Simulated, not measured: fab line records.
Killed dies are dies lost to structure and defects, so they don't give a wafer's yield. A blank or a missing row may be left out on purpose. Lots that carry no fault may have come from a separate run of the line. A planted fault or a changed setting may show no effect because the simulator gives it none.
fab line records + flow sky130 + part 2 of 2: steps 33 to 45 of 45
record:
- lots: 5
- wafers: 15
- lastDay: 49
route steps=708 shown SONOS_ONO@168 GATE_OXIDE@187 POLY_GATE@204 RES_PROTECT@206
lots untouched by any fault: they come from a run of this same line in which no faults occurred
startH: hours from the record's opening day to when the first of the lot's shown wafers began + waitH: hours elapsed since this lot's preceding step + " repeats the value in the row above + L1.1+2: one row covering several wafers at once + - no value, or no start given + * or withheld: withheld + < > ~ a bound
route shown NAME@n: names a module that has steps shown in the file, with the first one's number in the route + usual: mean and standard deviation over wafers with no fault + same: alike in all rows + chamber/n: place in a boat + sites: each site's reading + _std_site: the values' standard deviation + _edge_site: the outer-site mean with the inner-site mean subtracted + radiusMm: how far each site lies from the wafer's centre + mask NAME#n: copy n + behind: the most recent tool/chamber to have shaped the wafer + hold: cause of the lot's hold/its duration in hours/its outcome + device: the transistor (n, p or np) that didn't switch + end of line: tests of these same wafers at the route's end + step lacking rows: just its recipe + killed: dies lost to structure and defects at the first sort, not the wafer's yield + map: dies across one wafer; x = killed, . = not, _ = none there
set.NAME: the setting as run; set.NAME@STEP: as run at that earlier step + model.NAME: the simulator's own value behind a step, which no gauge read
a table for each step, a row for each wafer; lots at some steps of the route
services: a tool's chamber out of use, with start hour (startH, from the record's first day; less than 0 if before it), hours out, and reason
== steps ==
step: SKY_GATE_OXIDE_STRIP_13
recipe:
- chemistry: O2/N2
- powerW: 1400
- pressureMtorr: 1500
- platenTempC: withheld
- o2FlowSccm: 3000
- n2FlowSccm: 300
- overashFraction: 0.5
usual:
- drypumpMotorCurrentA: 5.5/0.42
- oesProductAu: 0.716/0.0039
- stripTimeToEndpointS: 14.20/0.035
same:
- overashFraction: 0.5
| lot.wafer | tool           | chamber | startH | waitH | drypumpMotorCurrentA | oesProductAu | rfHoursCounterH | stripTimeToEndpointS |
|-----------|----------------|---------|--------|-------|----------------------|--------------|-----------------|----------------------|
| L076.4    | plasmaAsher-03 | 0       | 325.52 | 0.0   | 5.0                  | 0.717        | -               | 14.25                |
| L076.5    | "              | 0       | "      | "     | 5.0                  | 0.712        | -               | 14.23                |
| L076.6    | "              | 1       | "      | "     | 5.4                  | 0.717        | -               | 14.22                |
| L079.2    | plasmaAsher-01 | 1       | 340.75 | 0.0   | 5.7                  | 0.704        | 20              | 14.16                |
| L079.3    | "              | 0       | "      | "     | 5.4                  | 0.723        | -               | 14.18                |
| L079.5    | "              | 1       | "      | "     | 5.6                  | 0.711        | -               | 14.21                |
| L081.1    | plasmaAsher-04 | 0       | 379.60 | 0.0   | 6.3                  | 0.713        | 71              | 14.13                |
| L081.2    | "              | 1       | "      | "     | 5.0                  | 0.713        | 71              | 14.12                |
| L081.5    | "              | 1       | "      | "     | 5.0                  | 0.713        | -               | 14.16                |
| L089.2    | plasmaAsher-01 | 1       | 457.90 | 0.0   | 5.6                  | 0.715        | 32              | 14.23                |
| L089.4    | "              | 1       | "      | "     | 5.7                  | 0.719        | -               | 14.23                |
| L089.5    | "              | 0       | "      | "     | 5.4                  | 0.713        | -               | 14.21                |
| L092.1    | plasmaAsher-01 | 0       | 465.31 | 0.0   | 5.4                  | 0.718        | 33              | 14.15                |
| L092.2    | "              | 1       | "      | "     | 5.7                  | 0.708        | 33              | 14.20                |
| L092.3    | "              | 0       | "      | "     | 5.4                  | 0.727        | -               | 14.19                |
step: SKY_GATE_OXIDE_TW_MEAS_14
usual:
- GATE_OXIDE_TW: 223.7/1.7
| lot.wafer | tool         | chamber | startH | waitH | GATE_OXIDE_TW |
|-----------|--------------|---------|--------|-------|---------------|
| L076.4    | filmMetro-01 | -       | 325.62 | 0.1   | 226.2         |
| L076.5    | "            | -       | "      | "     | 226.3         |
| L076.6    | "            | -       | "      | "     | 225.8         |
| L079.2    | filmMetro-01 | -       | 340.86 | 0.1   | 225.8         |
| L079.3    | "            | -       | "      | "     | 226.6         |
| L079.5    | "            | -       | "      | "     | 225.6         |
| L081.1    | filmMetro-04 | -       | 379.70 | 0.1   | 222.8         |
| L081.2    | "            | -       | "      | "     | 224.5         |
| L081.5    | "            | -       | "      | "     | 224.6         |
| L089.2    | filmMetro-02 | -       | 458.01 | 0.1   | 221.9         |
| L089.4    | "            | -       | "      | "     | 222.1         |
| L089.5    | "            | -       | "      | "     | 222.4         |
| L092.1    | filmMetro-02 | -       | 465.41 | 0.1   | 221.5         |
| L092.2    | "            | -       | "      | "     | 221.0         |
| L092.3    | "            | -       | "      | "     | 221.7         |
step: SKY_GATE_OXIDE_CLEAN_15
recipe:
- chemistry: SC1/SC2
- mix: 1:4:20
- tempC: 70
- timeS: 150
- dry: n2Spin
| lot.wafer  | tool        | chamber | startH | waitH |
|------------|-------------|---------|--------|-------|
| L076.4+5+6 | wetBench-01 | 2       | 325.65 | 0.0   |
| L079.2+3+5 | wetBench-01 | 3       | 340.91 | 0.0   |
| L081.1+2+5 | wetBench-02 | 1       | 379.76 | 0.1   |
| L089.2+4+5 | wetBench-02 | 2       | 458.06 | 0.0   |
| L092.1+2+3 | wetBench-02 | 3       | 465.47 | 0.1   |
step: SKY_GATE_OXIDE_OXIDATION_16
recipe:
- tempC: 800
- ambient: O2
- idleTempC: 700
- rampUpCPerMin: 10
- rampDownCPerMin: 3
- stabiliseS: 600
- purgeS: 300
- targetThkA: 35.7
- oxTimeS: 1915
usual:
- tubeCenterTempC: 799.99/0.071
| lot.wafer | tool       | chamber | startH | waitH | tubeCenterTempC |
|-----------|------------|---------|--------|-------|-----------------|
| L076.4    | furnace-02 | 0       | 327.01 | 1.3   | 799.94          |
| L076.5    | "          | 0       | "      | "     | 799.87          |
| L076.6    | "          | 0       | "      | "     | 800.02          |
| L079.2    | furnace-02 | 0       | 343.02 | 2.1   | 800.02          |
| L079.3    | "          | 0       | "      | "     | 800.03          |
| L079.5    | "          | 0       | "      | "     | 800.16          |
| L081.1    | furnace-02 | 0       | 382.09 | 2.3   | 800.02          |
| L081.2    | "          | 0       | "      | "     | 799.97          |
| L081.5    | "          | 0       | "      | "     | 799.97          |
| L089.2    | furnace-01 | 0       | 458.55 | 0.4   | 799.9           |
| L089.4    | "          | 0       | "      | "     | 800.03          |
| L089.5    | "          | 0       | "      | "     | 799.99          |
| L092.1    | furnace-01 | 0       | 466.59 | 1.1   | 799.94          |
| L092.2    | "          | 0       | "      | "     | 800.05          |
| L092.3    | "          | 0       | "      | "     | 799.98          |
step: SKY_POLY_GATE_CVD_00
recipe:
- material: poly-Si
- targetThkNm: 180
- tempC: 620
- timeS: 720
- pressureMtorr: 200
| lot.wafer  | tool     | chamber | startH | waitH |
|------------|----------|---------|--------|-------|
| L076.4+5+6 | lpcvd-01 | 0       | 328.54 | 0.0   |
| L079.2+3+5 | lpcvd-01 | 0       | 344.55 | 0.0   |
| L081.1+2+5 | lpcvd-01 | 0       | 383.62 | 0.0   |
| L089.2+4+5 | lpcvd-01 | 0       | 460.09 | 0.0   |
| L092.1+2+3 | lpcvd-01 | 1       | 468.39 | 0.3   |
step: SKY_POLY_GATE_THK_MEAS_01
recipe:
- reads: poly-Si_of_POLY_GATE_CVD_00
usual:
- POLY_GATE_CVD_00_THK: 179.0/2
| lot.wafer | tool         | chamber | startH | waitH | POLY_GATE_CVD_00_THK[nm] |
|-----------|--------------|---------|--------|-------|--------------------------|
| L076.4    | filmMetro-01 | -       | 329.77 | 0.0   | 182.1                    |
| L076.5    | "            | -       | "      | "     | 181.1                    |
| L076.6    | "            | -       | "      | "     | 181.1                    |
| L079.2    | filmMetro-03 | -       | 345.76 | 0.0   | 176.7                    |
| L079.3    | "            | -       | "      | "     | 176.2                    |
| L079.5    | "            | -       | "      | "     | 176.6                    |
| L081.1    | filmMetro-01 | -       | 384.82 | 0.0   | 178.2                    |
| L081.2    | "            | -       | "      | "     | 178.1                    |
| L081.5    | "            | -       | "      | "     | 177.8                    |
| L089.2    | filmMetro-01 | -       | 461.30 | 0.0   | 181.2                    |
| L089.4    | "            | -       | "      | "     | 179.8                    |
| L089.5    | "            | -       | "      | "     | 181.1                    |
| L092.1    | filmMetro-01 | -       | 470.19 | 0.0   | 176.9                    |
| L092.2    | "            | -       | "      | "     | 178.1                    |
| L092.3    | "            | -       | "      | "     | 178.6                    |
step: SKY_RES_PROTECT_DEHYDRATE_00
recipe:
- tempC: 200
- timeS: 60
| lot.wafer  | tool          | chamber | startH | waitH |
|------------|---------------|---------|--------|-------|
| L076.4+5+6 | lithoTrack-04 | 0       | 342.77 | 13.0  |
| L079.2+3+5 | lithoTrack-03 | 0       | 358.43 | 12.7  |
| L081.1+2+5 | lithoTrack-04 | 0       | 398.15 | 13.3  |
| L089.2+4+5 | lithoTrack-02 | 0       | 476.51 | 15.2  |
| L092.1+2+3 | lithoTrack-04 | 0       | 484.40 | 14.2  |
step: SKY_RES_PROTECT_HMDS_01
recipe:
- primeTimeS: 60
- primeTempC: 120
| lot.wafer  | tool          | chamber | startH | waitH |
|------------|---------------|---------|--------|-------|
| L076.4+5+6 | lithoTrack-04 | 0       | 342.92 | 0.1   |
| L079.2+3+5 | lithoTrack-03 | 0       | 358.58 | 0.1   |
| L081.1+2+5 | lithoTrack-04 | 0       | 398.30 | 0.1   |
| L089.2+4+5 | lithoTrack-02 | 0       | 476.66 | 0.1   |
| L092.1+2+3 | lithoTrack-04 | 0       | 484.55 | 0.1   |
step: SKY_RES_PROTECT_COAT_02
recipe:
- resist: NOVOLAK
- spinRpm: 3000
- resistThkNm: 1140
| lot.wafer  | tool          | chamber | startH | waitH |
|------------|---------------|---------|--------|-------|
| L076.4+5+6 | lithoTrack-04 | 0       | 343.07 | 0.1   |
| L079.2+3+5 | lithoTrack-03 | 0       | 358.73 | 0.1   |
| L081.1+2+5 | lithoTrack-04 | 0       | 398.45 | 0.1   |
| L089.2+4+5 | lithoTrack-02 | 0       | 476.81 | 0.1   |
| L092.1+2+3 | lithoTrack-04 | 0       | 484.70 | 0.1   |
step: SKY_RES_PROTECT_SOFTBAKE_03
recipe:
- tempC: 90
- timeS: 60
- resist: NOVOLAK
| lot.wafer  | tool          | chamber | startH | waitH |
|------------|---------------|---------|--------|-------|
| L076.4+5+6 | lithoTrack-04 | 0       | 343.22 | 0.1   |
| L079.2+3+5 | lithoTrack-03 | 0       | 358.88 | 0.1   |
| L081.1+2+5 | lithoTrack-04 | 0       | 398.60 | 0.1   |
| L089.2+4+5 | lithoTrack-02 | 0       | 476.96 | 0.1   |
| L092.1+2+3 | lithoTrack-04 | 0       | 484.85 | 0.1   |
step: SKY_RES_PROTECT_EXPOSE_04
recipe:
- maskId: RPM
- na: 0.6
- sourceShape: conventional
- sigmaOuter: 0.6
- polarization: unpolarized
- targetCdNm: 1270
- doseMj: 131
usual:
- reticleTempC: 22.98/0.13
| lot.wafer | tool            | chamber | startH | waitH | mask  | reticleTempC |
|-----------|-----------------|---------|--------|-------|-------|--------------|
| L076.4    | ilineStepper-02 | 0       | -      | -     | RPM#0 | 22.81        |
| L076.5    | "               | 0       | "      | "     | RPM#0 | 22.96        |
| L076.6    | "               | 0       | "      | "     | RPM#0 | 22.96        |
| L079.2    | ilineStepper-01 | 0       | -      | -     | RPM#0 | 23.09        |
| L079.3    | "               | 0       | "      | "     | RPM#0 | 23.11        |
| L079.5    | "               | 0       | "      | "     | RPM#0 | 23.18        |
| L081.1    | ilineStepper-01 | 0       | -      | -     | RPM#0 | 22.85        |
| L081.2    | "               | 0       | "      | "     | RPM#0 | 23.06        |
| L081.5    | "               | 0       | "      | "     | RPM#0 | 22.80        |
| L089.2    | ilineStepper-01 | 0       | -      | -     | RPM#0 | 22.96        |
| L089.4    | "               | 0       | "      | "     | RPM#0 | 22.87        |
| L089.5    | "               | 0       | "      | "     | RPM#0 | 22.83        |
| L092.1    | ilineStepper-02 | 0       | -      | -     | RPM#0 | 23.10        |
| L092.2    | "               | 0       | "      | "     | RPM#0 | 23.22        |
| L092.3    | "               | 0       | "      | "     | RPM#0 | 23.19        |
step: SKY_RES_PROTECT_PEB_05
recipe:
- tempC: withheld
- timeS: *
- resist: NOVOLAK
| lot.wafer  | tool          | chamber | startH | waitH |
|------------|---------------|---------|--------|-------|
| L076.4+5+6 | lithoTrack-04 | 0       | -      | -     |
| L079.2+3+5 | lithoTrack-03 | 0       | -      | -     |
| L081.1+2+5 | lithoTrack-03 | 0       | -      | -     |
| L089.2+4+5 | lithoTrack-04 | 0       | -      | -     |
| L092.1+2+3 | lithoTrack-03 | 0       | -      | -     |
step: SKY_RES_PROTECT_DEVELOP_06
recipe:
- resist: NOVOLAK
- developer: TMAH
- developTimeS: 60
- devTempC: 23
| lot.wafer  | tool          | chamber | startH | waitH |
|------------|---------------|---------|--------|-------|
| L076.4+5+6 | lithoTrack-04 | 0       | 356.52 | 0.1   |
| L079.2+3+5 | lithoTrack-03 | 0       | 373.53 | 0.1   |
| L081.1+2+5 | lithoTrack-03 | 0       | 413.91 | 0.1   |
| L089.2+4+5 | lithoTrack-04 | 0       | 491.82 | 0.1   |
| L092.1+2+3 | lithoTrack-03 | 0       | 500.61 | 0.1   |
== services ==
| tool            | chamber | startH | hours | kind   |
|-----------------|---------|--------|-------|--------|
| furnace-01      | -       | 244.85 | 8.0   | repair |
| ilineStepper-02 | -       | 261.93 | 18.6  | repair |
| plasmaAsher-02  | -       | 275.73 | 4.3   | pm     |
| plasmaAsher-02  | -       | 280.06 | 2.8   | pm     |
| furnace-01      | -       | 284.22 | 15.9  | pm     |
| implanter-01    | -       | 289.88 | 0.6   | repair |
| ilineStepper-01 | -       | 296.19 | 2.1   | pm     |
| plasmaAsher-01  | -       | 311.28 | 14.6  | pm     |
| implanter-01    | -       | 316.00 | 4.8   | pm     |
| furnace-02      | -       | 317.08 | 3.8   | pm     |
| rieDiel-03      | 1       | 323.29 | 1.6   | repair |
| furnace-01      | -       | 324.03 | 5.7   | repair |
| furnace-02      | -       | 335.89 | 3.2   | pm     |
| ilineStepper-01 | -       | 335.96 | 1.7   | pm     |
| lpcvd-03        | -       | 337.21 | 6.5   | repair |
| furnace-01      | -       | 342.18 | 3.4   | pm     |
| plasmaAsher-02  | -       | 344.40 | 9.3   | repair |
| lpcvd-03        | -       | 347.44 | 1.6   | repair |
| plasmaAsher-02  | -       | 354.22 | 0.6   | repair |
| furnace-01      | -       | 378.41 | 3.8   | pm     |
| ilineStepper-02 | -       | 389.23 | 1.7   | pm     |
| wetBench-01     | -       | 402.72 | 2.4   | repair |
| plasmaAsher-02  | -       | 421.25 | 9.0   | pm     |
| ilineStepper-02 | -       | 464.12 | 2.1   | pm     |
